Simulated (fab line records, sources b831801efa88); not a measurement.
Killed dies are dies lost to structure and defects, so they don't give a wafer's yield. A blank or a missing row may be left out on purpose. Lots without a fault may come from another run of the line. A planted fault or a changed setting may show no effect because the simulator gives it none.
Which tool did it? | flow sky130 | 24 lots, 72 wafers sampled, at 5 steps of a route of 708

WHAT THE GAUGES READ, wafer by wafer
SKY_GATE_OXIDE_THK_MEAS_02.
lot  | measured     | on            | GATE_OXIDE_OXIDATION_00_THK (nm)
L074 | day 13 02:19 | film_metro-04 | 10.26 10.24 10.26
L075 | day 13 11:26 | film_metro-01 | 10.04 10.23 10.47
L076 | day 13 14:18 | film_metro-04 | 10.63 10.34 10.45
L077 | day 14 06:32 | film_metro-04 | 10.05 10.02 10.10
L078 | day 14 06:34 | film_metro-01 | 9.96 9.97 9.89
L079 | day 14 17:59 | film_metro-01 | 10.19 10.14 10.00
L080 | day 14 22:17 | film_metro-02 | 10.50 10.38 10.42
L081 | day 15 06:05 | film_metro-02 | 10.32 10.28 10.33
L082 | day 15 10:12 | film_metro-04 | 10.25 10.14 10.20
L083 | day 15 20:13 | film_metro-02 | 10.11 10.07 10.09
L084 | day 16 08:57 | film_metro-01 | 10.52 10.45 10.34
L085 | day 16 19:58 | film_metro-01 | 10.11 10.14 9.99
L086 | day 17 01:38 | film_metro-02 | 10.11 10.44 10.28
L087 | day 17 16:44 | film_metro-02 | 10.49 10.45 10.45
L088 | day 17 18:09 | film_metro-04 | 10.45 10.40 10.50
L089 | day 17 21:51 | film_metro-04 | 10.50 10.48 10.38
L090 | day 18 16:24 | film_metro-02 | 10.36 10.41 10.34
L091 | day 18 20:29 | film_metro-01 | 10.27 10.26 10.21
L093 | day 19 09:32 | film_metro-01 | 10.53 10.44 10.81
L092 | day 19 10:57 | film_metro-01 | 10.61 10.48 10.73
L094 | day 19 17:28 | film_metro-02 | 10.48 10.35 10.36
L095 | day 19 19:22 | film_metro-04 | 10.30 10.17 10.16
L096 | day 20 08:58 | film_metro-04 | 10.41 10.54 10.40
L097 | day 20 13:47 | film_metro-01 | 10.10 10.14 10.17

SKY_VIA1_CD_MEAS_12: target cd 150 nm.
lot  | measured     | on        | cd_nm (nm)
L074 | day 34 05:30 | cd_sem-02 | 148.0 148.9 149.8
L075 | day 34 14:28 | cd_sem-01 | 153.0 150.7 151.0
L076 | day 34 21:15 | cd_sem-02 | 149.8 149.8 149.6
L077 | day 35 10:02 | cd_sem-01 | 152.1 151.3 151.6
L078 | day 35 07:45 | cd_sem-01 | 149.9 149.1 148.5
L079 | day 35 18:47 | cd_sem-02 | 150.6 149.4 152.1
L080 | day 35 18:26 | cd_sem-01 | 148.4 148.5 148.1
L081 | day 36 06:49 | cd_sem-01 | 151.4 150.3 150.9
L082 | day 36 10:01 | cd_sem-02 | 150.6 150.5 149.4
L083 | day 36 20:02 | cd_sem-02 | 154.8 151.5 152.5
L084 | day 37 11:13 | cd_sem-02 | 150.6 152.0 151.6
L085 | day 37 15:58 | cd_sem-02 | 149.6 148.6 152.0
L086 | day 37 23:33 | cd_sem-01 | 150.5 151.5 152.0
L087 | day 38 11:33 | cd_sem-02 | 149.4 151.1 149.5
L088 | day 38 14:22 | cd_sem-01 | 151.9 152.9 152.4
L089 | day 38 18:15 | cd_sem-02 | 150.3 150.4 152.9
L090 | day 39 04:35 | cd_sem-02 | 147.8 147.4 148.3
L091 | day 39 09:43 | cd_sem-02 | 148.8 148.5 149.6
L093 | day 40 01:34 | cd_sem-02 | 147.5 148.3 147.6
L092 | day 40 02:43 | cd_sem-02 | 150.0 150.7 148.2
L094 | day 40 03:37 | cd_sem-02 | 152.4 153.6 153.8
L095 | day 40 04:39 | cd_sem-01 | 152.4 152.9 153.1
L096 | day 40 14:40 | cd_sem-02 | 147.9 150.4 150.3
L097 | day 41 00:04 | cd_sem-01 | 151.5 152.2 151.9

SKY_CAP2M_THK_MEAS_01.
lot  | measured     | on            | CAP2M_CVD_00_THK (nm)
L074 | day 39 22:03 | film_metro-02 | 15.32 15.34 15.63
L075 | day 40 05:31 | film_metro-01 | 15.38 15.73 15.56
L076 | day 40 11:50 | film_metro-02 | 15.65 15.74 16.13
L077 | day 41 01:05 | film_metro-03 | 15.31 15.96 15.97
L078 | day 40 23:26 | film_metro-01 | 15.16 15.34 15.33
L079 | day 41 09:44 | film_metro-02 | 15.49 15.82 15.88
L080 | day 41 08:58 | film_metro-03 | 15.68 15.58 15.42
L081 | day 41 19:13 | film_metro-02 | 15.43 15.72 15.76
L082 | day 42 00:58 | film_metro-03 | 15.64 15.28 15.62
L083 | day 42 08:34 | film_metro-02 | 15.45 15.48 15.75
L084 | day 42 19:35 | film_metro-03 | 15.64 15.87 15.78
L085 | day 43 02:44 | film_metro-01 | 15.53 15.94 15.43
L086 | day 43 08:51 | film_metro-01 | 15.15 15.14 15.66
L087 | day 43 18:05 | film_metro-02 | 15.57 15.56 15.61
L088 | day 43 20:00 | film_metro-02 | 15.22 15.60 15.58
L089 | day 44 02:30 | film_metro-01 | 15.65 15.62 15.78
L090 | day 44 12:30 | film_metro-01 | 15.49 15.30 15.82
L091 | day 44 17:19 | film_metro-03 | 15.40 15.54 15.62
L093 | day 45 05:51 | film_metro-03 | 15.19 15.12 15.21
L092 | day 45 08:05 | film_metro-03 | 15.60 15.54 15.56
L094 | day 45 09:56 | film_metro-01 | 15.59 15.42 15.86
L095 | day 45 10:14 | film_metro-02 | 15.40 15.23 15.45
L096 | day 45 18:28 | film_metro-01 | 15.36 15.21 15.78
L097 | day 46 01:57 | film_metro-01 | 15.90 15.55 15.62

WHICH TOOL RAN EACH LOT (tool, then ch and the chambers of the sampled wafers, then the start)
lot  | SKY_VIA2_CMP_02               | SKY_METAL4_SPUTTER_00
L074 | cmp-01 ch 0,3, day 35 10:29   | pvd_sputter-03, day 39 21:52
L075 | cmp-01 ch 0,2, day 35 19:41   | pvd_sputter-02, day 40 05:19
L076 | cmp-01 ch 0,2,3, day 36 02:18 | pvd_sputter-01, day 40 11:40
L077 | cmp-01 ch 1,2,3, day 36 14:30 | pvd_sputter-01, day 41 00:55
L078 | cmp-01 ch 0,1,3, day 36 12:49 | pvd_sputter-03, day 40 23:13
L079 | cmp-02 ch 0,1,2, day 36 22:49 | pvd_sputter-03, day 41 09:34
L080 | cmp-02 ch 0,1,2, day 36 22:13 | pvd_sputter-01, day 41 08:48
L081 | cmp-02 ch 0,1,2, day 37 11:22 | pvd_sputter-02, day 41 19:01
L082 | cmp-02 ch 0,2,3, day 37 15:13 | pvd_sputter-01, day 42 00:46
L083 | cmp-01 ch 1,2, day 38 00:55   | pvd_sputter-02, day 42 08:23
L084 | cmp-01 ch 0,1, day 38 15:08   | pvd_sputter-02, day 42 19:24
L085 | cmp-01 ch 0,1,3, day 38 20:20 | pvd_sputter-01, day 43 02:32
L086 | cmp-02 ch 0,3, day 39 03:39   | pvd_sputter-02, day 43 08:40
L087 | cmp-02 ch 1,2,3, day 39 14:10 | pvd_sputter-01, day 43 17:54
L088 | cmp-02 ch 0,1,2, day 39 16:28 | pvd_sputter-02, day 43 19:49
L089 | cmp-02 ch 0,2,3, day 39 22:52 | pvd_sputter-01, day 44 02:19
L090 | cmp-02 ch 0,2, day 40 07:56   | pvd_sputter-02, day 44 12:19
L091 | cmp-01 ch 0,1,2, day 40 13:04 | pvd_sputter-03, day 44 17:08
L093 | cmp-01 ch 0,2,3, day 41 04:56 | pvd_sputter-02, day 45 05:41
L092 | cmp-01 ch 2,3, day 41 05:40   | pvd_sputter-01, day 45 07:54
L094 | cmp-01 ch 1,2,3, day 41 07:30 | pvd_sputter-01, day 45 09:45
L095 | cmp-02 ch 0,1,2, day 41 07:47 | pvd_sputter-03, day 45 10:03
L096 | cmp-01 ch 0,1, day 41 17:55   | pvd_sputter-03, day 45 18:17
L097 | cmp-01 ch 0,2,3, day 42 02:28 | pvd_sputter-01, day 46 01:47
- SKY_VIA2_CMP_02: polishes SiO2.
- SKY_METAL4_SPUTTER_00: material Ti, target thk 15 nm, time 10 s.

WHAT THE TOOLS THEMSELVES READ (means of the sampled wafers that have a number; where no wafer has one, the mark that the record gives instead)
SKY_VIA2_CMP_02.
lot  | tool   | motor_current_A (A) | slurry_filter_dp_kPa (kPa) | slurry_flow_ml_min
L074 | cmp-01 | 12.0                | 13.34                      | 150.4
L075 | cmp-01 | 12.1                | 13.34                      | 149.6
L076 | cmp-01 | 11.7                | 13.51                      | 150.1
L077 | cmp-01 | 11.7                | 13.63                      | 150.5
L078 | cmp-01 | 11.7                | 13.36                      | 149.5
L079 | cmp-02 | 12.7                | 13.55                      | 149.8
L080 | cmp-02 | 12.9                | 13.45                      | 149.9
L081 | cmp-02 | 13.0                | 13.53                      | 150.3
L082 | cmp-02 | 12.6                | 13.48                      | 149.9
L083 | cmp-01 | 11.3                | 13.41                      | 149.7
L084 | cmp-01 | 10.9                | 13.48                      | 149.8
L085 | cmp-01 | 11.4                | 13.50                      | 150.5
L086 | cmp-02 | 11.6                | 13.38                      | 149.9
L087 | cmp-02 | 12.1                | 13.54                      | 149.9
L088 | cmp-02 | 13.2                | 13.58                      | 150.6
L089 | cmp-02 | 12.8                | 13.39                      | 150.3
L090 | cmp-02 | 13.7                | 13.59                      | 149.9
L091 | cmp-01 | 11.8                | 13.59                      | 150.1
L093 | cmp-01 | 11.9                | 13.54                      | 149.2
L092 | cmp-01 | 11.9                | 13.41                      | 150.3
L094 | cmp-01 | 12.1                | 13.59                      | 149.9
L095 | cmp-02 | 12.8                | 13.60                      | 149.9
L096 | cmp-01 | 11.6                | 13.65                      | 150.2
L097 | cmp-01 | 12.1                | 13.52                      | 150.0

SKY_METAL4_SPUTTER_00.
lot  | tool           | throttle_valve_pct (%)
L074 | pvd_sputter-03 | 31.2
L075 | pvd_sputter-02 | 29.4
L076 | pvd_sputter-01 | 30.3
L077 | pvd_sputter-01 | 29.7
L078 | pvd_sputter-03 | 31.3
L079 | pvd_sputter-03 | 31.8
L080 | pvd_sputter-01 | 29.7
L081 | pvd_sputter-02 | 29.2
L082 | pvd_sputter-01 | 29.6
L083 | pvd_sputter-02 | 29.2
L084 | pvd_sputter-02 | 29.5
L085 | pvd_sputter-01 | 29.9
L086 | pvd_sputter-02 | 29.2
L087 | pvd_sputter-01 | 29.4
L088 | pvd_sputter-02 | 29.4
L089 | pvd_sputter-01 | 29.5
L090 | pvd_sputter-02 | 29.3
L091 | pvd_sputter-03 | 31.4
L093 | pvd_sputter-02 | 29.0
L092 | pvd_sputter-01 | 29.0
L094 | pvd_sputter-01 | 29.5
L095 | pvd_sputter-03 | 31.1
L096 | pvd_sputter-03 | 31.4
L097 | pvd_sputter-01 | 29.4

THE ANSWER, worked out from the rows above alone
Rule: what is usual is taken from the lots themselves. Put in order of their means at a reading, lots are off if they are a third of the lots or fewer, leave a main group of 4 or more, and stand apart from it by a gap of 3 or more times the standard deviation of the main group's means; of several such gaps the widest counts. A main group whose means are all the same, to the digits that the tables above print for the reading, isn't used. A lot without any number at a reading at which 4 lots or more have one is off too. The other lots that the step has rows for count as sound. The gauges are gone through in route order, then the tools' own readings, and for those a lot's mean is taken as printed above. The first step at which some lot is off is used, and at that step the reading that is off furthest; a lot without a number counts as furthest.
No lot is off at any reading shown: from this, nothing can be told.

WHAT THE SIMULATOR HAD PUT IN
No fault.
